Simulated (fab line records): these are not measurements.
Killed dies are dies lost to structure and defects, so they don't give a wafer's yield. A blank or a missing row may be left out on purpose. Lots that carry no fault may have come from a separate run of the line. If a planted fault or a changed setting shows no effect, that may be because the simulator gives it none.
One fault through the eyes of 2 desks :: flow sky130 :: only its own numbers are on each desk; what lay behind them is given at the end

## THE TOOL OWNER'S DESK: rie_diel-03
The tool's own readings at SKY_VIA3_ETCH_14 (etches BARC in N2/H2, stops on SiO2, time 45.9 s, target depth 60 nm): means of the sampled wafers that have a number, for each lot that ran on this tool. The brackets show how far a lot's mean lies from the usual mean; more than 4 standard deviations puts the lot out of limits, marked OUT.
Columns: A = drypump_motor_current_A at SKY_VIA3_ETCH_14, usual 5.8 A; B = oes_product_au at SKY_VIA3_ETCH_14, usual 0.854 a.u.; C = rf_fwd_power_W at SKY_VIA3_ETCH_14, usual 494.5 W; D = throttle_valve_pct at SKY_VIA3_ETCH_14, usual 13.224 %
lot: L565
first seen here: day 41 05:19
A: 5.9
B: 0.852
C: 495.9
D: 13.223

lot: L571
first seen here: day 42 14:38
A: 5.6
B: 0.853
C: 494.4
D: 13.232
Result from this desk: across the 2 lots, nothing is out of limits.

## FROM THE METROLOGY DESK
What the gauges read for every lot (on any tool): the sampled wafers with a number, averaged. The brackets show how far a lot's mean lies from the usual mean; more than 4 standard deviations puts the lot out of limits, marked OUT. Readings shown: 7 of its 9, picked as those furthest out on some lot.
Columns: A = VIA3_BOW at SKY_VIA3_BOW_MEAS_03, usual 79 um; B = VIA3_OVL at SKY_VIA3_OVL_MEAS_13, usual -2 nm; C = VIA3_W_RS at SKY_VIA3_RS_MEAS_22, usual 0.293 ohm/sq; D = VIA3_W_THK at SKY_VIA3_THK_MEAS_23, usual 405 nm; E = CAP2M_CVD_00_THK at SKY_CAP2M_THK_MEAS_01, usual 15.55 nm; F = CAP2M_TIN_RS at SKY_CAP2M_RS_MEAS_03, usual 6.92 ohm/sq; G = CAP2M_TIN_THK at SKY_CAP2M_THK_MEAS_04, usual 197 nm
lot: L564
first seen here: day 39 13:55
A: 88
B: -3
C: 0.293
D: 408
E: 15.74
F: 7.07
G: 192

lot: L565
first seen here: day 40 04:22
A: 77
B: -6
C: 0.291
D: 404
E: 15.83
F: 6.97
G: 195

lot: L568
first seen here: day 40 15:58
A: 79
B: -4
C: 0.295
D: 401
E: 15.38
F: 6.77
G: 200

lot: L571
first seen here: day 41 14:50
A: 86
B: 2
C: 0.290
D: 407
E: 15.60
F: 6.84
G: 200

lot: L575
first seen here: day 42 17:49
A: 84
B: 5
C: 0.288
D: 419
E: 15.47
F: 6.75
G: 201
Result from this desk: across the 5 lots, nothing is out of limits.

## PUT TOGETHER
The tool owner's desk saw nothing out of limits.
At the metrology desk, nothing out of limits was observed.

## WHAT WAS PUT IN BY THE SIMULATOR
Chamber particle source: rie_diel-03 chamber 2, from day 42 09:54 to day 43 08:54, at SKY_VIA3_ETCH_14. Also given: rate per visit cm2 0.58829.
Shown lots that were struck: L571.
